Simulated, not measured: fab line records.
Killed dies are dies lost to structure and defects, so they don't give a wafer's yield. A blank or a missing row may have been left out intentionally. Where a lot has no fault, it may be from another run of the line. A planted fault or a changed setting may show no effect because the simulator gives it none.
Which tool was responsible? ; flow sky130 ; Sampling: 14 lots, 42 wafers, 3 of 708 route steps

WHAT EACH GAUGE READ, for each wafer
SKY_SONOS_ONO_THK_MEAS_05.
lot;measured;on;SONOS_ONO_CVD_04_THK (nm)
L499;day 11 09:25;film-metro-04;5.77 5.79 5.84
L500;day 12 11:37;film-metro-04;5.70 5.62 5.59
L501;day 12 11:37;film-metro-03;5.65 5.75 5.69
L503;day 12 17:35;film-metro-04;5.61 5.74 5.72
L502;day 12 17:36;film-metro-02;5.66 5.65 5.62
L504;day 13 06:35;film-metro-03;5.53 5.63 5.61
L509;day 14 23:16;film-metro-04;5.88 5.75 5.81
L511;day 15 22:28;film-metro-03;5.74 5.78 5.82
L515;day 17 03:36;film-metro-02;5.76 5.78 5.75
L516;day 17 07:52;film-metro-02;5.58 5.64 5.64
L518;day 18 10:26;film-metro-02;5.70 5.56 5.64
L519;day 18 23:14;film-metro-03;5.77 5.87 5.81
L521;day 19 09:42;film-metro-03;5.60 5.58 5.67
L522;day 19 11:02;film-metro-04;5.72 5.73 5.80

SKY_SONOS_ONO_OVL_MEAS_14.
lot;measured;on;SONOS_ONO_OVL (nm)
L499;day 12 09:57;overlay-02;0.0 0.8 1.2
L500;day 13 11:47;overlay-02;0.0 0.2 -1.4
L501;day 13 11:59;overlay-02;0.1 -1.1 1.5
L503;day 13 18:24;overlay-02;-1.2 -0.2 -1.4
L502;day 13 18:54;overlay-02;-1.8 -1.5 -1.6
L504;day 14 08:38;overlay-02;-0.3 0.0 1.0
L509;day 16 02:11;overlay-02;-0.7 -3.0 1.3
L511;day 17 01:54;overlay-02;-1.9 0.2 -0.2
L515;day 18 07:55;overlay-02;-1.5 -2.6 -2.0
L516;day 18 13:02;overlay-01;1.3 0.5 0.4
L518;day 19 16:57;overlay-01;-1.8 -0.5 -0.1
L519;day 20 05:32;overlay-02;-1.0 -1.0 -1.5
L521;day 20 15:33;overlay-02;-0.4 -0.8 -1.0
L522;day 20 17:08;overlay-01;0.3 -0.4 -0.2

SKY_GATE_OXIDE_OVL_MEAS_10.
lot;measured;on;GATE_OXIDE_OVL (nm)
L499;day 13 11:47;overlay-01;-1.0 0.5 -1.5
L500;day 14 17:41;overlay-02;-1.3 -1.1 0.2
L501;day 14 18:01;overlay-01;4.0 2.9 2.6
L503;day 14 23:53;overlay-02;1.3 -0.2 2.3
L502;day 14 23:29;overlay-02;0.9 -0.3 -0.2
L504;day 15 13:59;overlay-01;-1.3 -0.1 -1.2
L509;day 17 11:41;overlay-01;3.7 2.9 2.6
L511;day 18 09:08;overlay-02;1.3 1.4 -0.3
L515;day 19 18:14;overlay-02;2.1 1.6 0.6
L516;day 19 23:32;overlay-02;-1.2 -1.9 -2.3
L518;day 21 00:45;overlay-02;0.0 -0.9 -0.2
L519;day 21 13:50;overlay-02;-0.4 0.6 2.2
L521;day 21 23:37;overlay-01;0.5 0.1 0.2
L522;day 22 01:38;overlay-01;2.3 3.4 2.6

EACH LOT AND THE TOOL THAT RAN IT (in order: tool; ch and the chambers of the sampled wafers; start)
There is no process step in the record ahead of these readings.

WHAT THE TOOLS THEMSELVES READ (means of the sampled wafers that have a number; where no wafer has one, the mark that the record gives instead)
The record holds no such reading with a usual standard deviation.

THE ANSWER, worked out from the rows above alone
Rule: what is usual is taken from the lots themselves. Put in order of their means at a reading, lots are off if they are a third of the lots or fewer, leave a main group of 4 or more, and stand apart from it by a gap of 3 or more times the standard deviation of the main group's means; of several such gaps the widest counts. The tables above print the reading to a certain number of digits; a main group whose means all agree to those digits is not used. A lot without any number at a reading at which 4 lots or more have one is off too. All remaining lots with rows at the step are treated as sound. Order of review: gauges by route order, followed by the tools' own readings, for which a lot's mean as printed above is used. At the first step where some lot is off, the reading lying furthest off is the one used; lots without a number count as furthest.
None of the lots is off at any reading shown; this tells nothing.

WHAT WAS PUT IN BY THE SIMULATOR
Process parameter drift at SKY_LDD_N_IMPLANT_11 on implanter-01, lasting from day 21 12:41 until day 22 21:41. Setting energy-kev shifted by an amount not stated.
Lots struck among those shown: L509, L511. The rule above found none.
